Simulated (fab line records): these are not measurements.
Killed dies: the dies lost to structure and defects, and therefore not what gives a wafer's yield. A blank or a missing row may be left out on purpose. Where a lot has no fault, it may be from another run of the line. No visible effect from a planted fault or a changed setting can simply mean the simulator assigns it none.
Which tool did it?	flow gf180mcu	72 wafers from 24 lots sampled at 4 of the route's 602 steps

== WHAT THE GAUGES SHOWED, per wafer ==
GF_V3_THK_MEAS_01.
lot	measured	on	V3_CVD_00_THK (nm)
L074	day 21 08:00	filmMetro-04	595 590 580
L075	day 22 09:56	filmMetro-03	603 594 586
L077	day 22 17:14	filmMetro-04	597 599 601
L076	day 22 21:53	filmMetro-04	588 599 596
L078	day 23 04:20	filmMetro-04	607 595 597
L079	day 23 15:47	filmMetro-02	605 600 606
L080	day 23 17:41	filmMetro-03	599 606 602
L081	day 24 05:58	filmMetro-03	600 604 605
L082	day 24 13:52	filmMetro-04	602 610 598
L083	day 25 02:02	filmMetro-02	585 597 591
L084	day 25 03:14	filmMetro-04	609 612 601
L085	day 25 11:32	filmMetro-03	592 593 596
L086	day 25 14:40	filmMetro-03	605 595 587
L087	day 25 21:29	filmMetro-02	593 593 607
L088	day 26 06:41	filmMetro-02	596 605 603
L089	day 26 14:47	filmMetro-04	600 607 599
L090	day 26 19:12	filmMetro-03	598 600 603
L091	day 27 01:52	filmMetro-02	596 591 594
L092	day 27 14:05	filmMetro-03	600 598 599
L093	day 27 18:12	filmMetro-04	599 601 597
L094	day 28 03:18	filmMetro-04	593 607 597
L095	day 28 11:55	filmMetro-04	600 604 594
L096	day 28 14:06	filmMetro-02	599 601 594
L097	day 28 18:57	filmMetro-04	590 600 593

GF_V3_THK_MEAS_03.
lot	measured	on	V3_CVD_02_THK (nm)
L074	day 21 08:07	filmMetro-04	835 851 860
L075	day 22 10:04	filmMetro-02	842 860 843
L077	day 22 17:22	filmMetro-03	840 845 850
L076	day 22 22:01	filmMetro-03	835 845 848
L078	day 23 04:28	filmMetro-04	833 832 849
L079	day 23 15:55	filmMetro-04	837 853 843
L080	day 23 17:49	filmMetro-04	837 831 849
L081	day 24 06:05	filmMetro-02	842 838 848
L082	day 24 14:00	filmMetro-02	834 846 850
L083	day 25 02:11	filmMetro-03	835 850 851
L084	day 25 03:22	filmMetro-03	834 843 846
L085	day 25 11:43	filmMetro-04	825 840 846
L086	day 25 14:48	filmMetro-03	841 853 854
L087	day 25 21:37	filmMetro-02	847 840 855
L088	day 26 06:49	filmMetro-02	846 828 842
L089	day 26 14:55	filmMetro-04	831 828 844
L090	day 26 19:20	filmMetro-02	819 826 840
L091	day 27 01:59	filmMetro-04	836 847 853
L092	day 27 14:13	filmMetro-04	841 855 853
L093	day 27 18:20	filmMetro-04	853 846 855
L094	day 28 03:26	filmMetro-02	836 843 837
L095	day 28 12:03	filmMetro-03	851 837 850
L096	day 28 14:14	filmMetro-04	839 836 854
L097	day 28 19:05	filmMetro-02	846 852 870

GF_V4_THK_MEAS_25: measures by xrf.
lot	measured	on	V4_W_THK (nm)
L074	day 24 09:20	filmMetro-02	360 369 360
L075	day 25 09:55	filmMetro-01	368 369 369
L077	day 25 17:41	filmMetro-02	370 369 371
L076	day 25 20:41	filmMetro-01	364 371 370
L078	day 26 02:44	filmMetro-02	374 376 365
L079	day 26 12:57	filmMetro-02	367 373 365
L080	day 26 14:29	filmMetro-02	364 370 365
L081	day 27 03:14	filmMetro-02	375 376 371
L082	day 27 09:50	filmMetro-03	369 359 365
L083	day 27 20:20	filmMetro-02	378 379 378
L084	day 27 21:50	filmMetro-02	361 362 362
L085	day 28 05:31	filmMetro-02	371 371 364
L086	day 28 08:32	filmMetro-02	367 372 371
L087	day 28 14:35	filmMetro-03	359 360 360
L088	day 28 23:41	filmMetro-03	360 360 357
L089	day 29 06:52	filmMetro-01	377 379 375
L090	day 29 12:20	filmMetro-03	369 370 371
L091	day 29 17:55	filmMetro-02	362 369 359
L092	day 30 05:15	filmMetro-01	360 368 365
L093	day 30 08:51	filmMetro-03	362 361 361
L094	day 30 16:29	filmMetro-02	375 368 372
L095	day 31 00:52	filmMetro-03	359 356 361
L096	day 31 03:13	filmMetro-01	363 370 363
L097	day 31 07:13	filmMetro-03	361 361 362

== EACH LOT AND THE TOOL THAT RAN IT (in order: tool; ch and the chambers of the sampled wafers; start) ==
lot	GF_V1_SPUTTER_22
L074	pvdSputter-03, day 18 02:18
L075	pvdSputter-03, day 19 05:11
L077	pvdSputter-03, day 19 14:04
L076	pvdSputter-03, day 19 18:07
L078	pvdSputter-01, day 20 01:08
L079	pvdSputter-04, day 20 12:23
L080	pvdSputter-04, day 20 13:43
L081	pvdSputter-04, day 21 04:13
L082	pvdSputter-03, day 21 13:11
L083	pvdSputter-04, day 22 01:09
L084	pvdSputter-01, day 22 03:01
L085	pvdSputter-03, day 22 12:43
L086	pvdSputter-04, day 22 15:29
L087	pvdSputter-03, day 22 23:32
L088	pvdSputter-03, day 23 07:39
L089	pvdSputter-04, day 23 17:28
L090	pvdSputter-04, day 23 23:27
L091	pvdSputter-04, day 24 05:23
L092	pvdSputter-04, day 24 18:47
L093	pvdSputter-01, day 24 22:59
L094	pvdSputter-03, day 25 10:20
L095	pvdSputter-01, day 25 17:35
L096	pvdSputter-04, day 25 20:23
L097	pvdSputter-01, day 26 01:47
- GF_V1_SPUTTER_22: material TiN, target thk 10 nm, time 40 s.

== AS READ BY THE TOOLS THEMSELVES (means over the sampled wafers that have a number; for cases with no such wafer, the mark the record gives instead) ==
GF_V1_SPUTTER_22.
lot	tool	throttleValvePct (%)
L074	pvdSputter-03	30.6
L075	pvdSputter-03	29.9
L077	pvdSputter-03	29.3
L076	pvdSputter-03	30.0
L078	pvdSputter-01	30.4
L079	pvdSputter-04	30.0
L080	pvdSputter-04	29.3
L081	pvdSputter-04	31.0
L082	pvdSputter-03	30.0
L083	pvdSputter-04	30.5
L084	pvdSputter-01	29.7
L085	pvdSputter-03	29.4
L086	pvdSputter-04	30.7
L087	pvdSputter-03	29.5
L088	pvdSputter-03	29.4
L089	pvdSputter-04	29.8
L090	pvdSputter-04	30.7
L091	pvdSputter-04	30.9
L092	pvdSputter-04	31.2
L093	pvdSputter-01	31.1
L094	pvdSputter-03	29.2
L095	pvdSputter-01	30.5
L096	pvdSputter-04	29.4
L097	pvdSputter-01	29.5

== THE ANSWER, worked out from the rows above alone ==
Rule: usual is defined by the lots themselves. The widest of any qualifying gaps counts: lots, ordered by their means at a reading, are off when they make up no more than a third of the lots, leave a main group of 4 or more, and stand apart from it by 3 or more times the standard deviation of that group's means. A main group is skipped when, at the precision printed for the reading in the tables above, its means are all equal. Also off: a lot with no number at a reading for which 4 or more lots have one. Where the step has rows for the other lots, those lots are counted as sound. The gauges are gone through in route order, then the tools' own readings, and for those a lot's mean is taken as printed above. The first step at which some lot is off is used, and at that step the reading that is off furthest; a lot without a number counts as furthest.
Across all readings shown, no lot is off: no conclusion can be drawn from this.

== WHAT HAD BEEN PUT IN BY THE SIMULATOR ==
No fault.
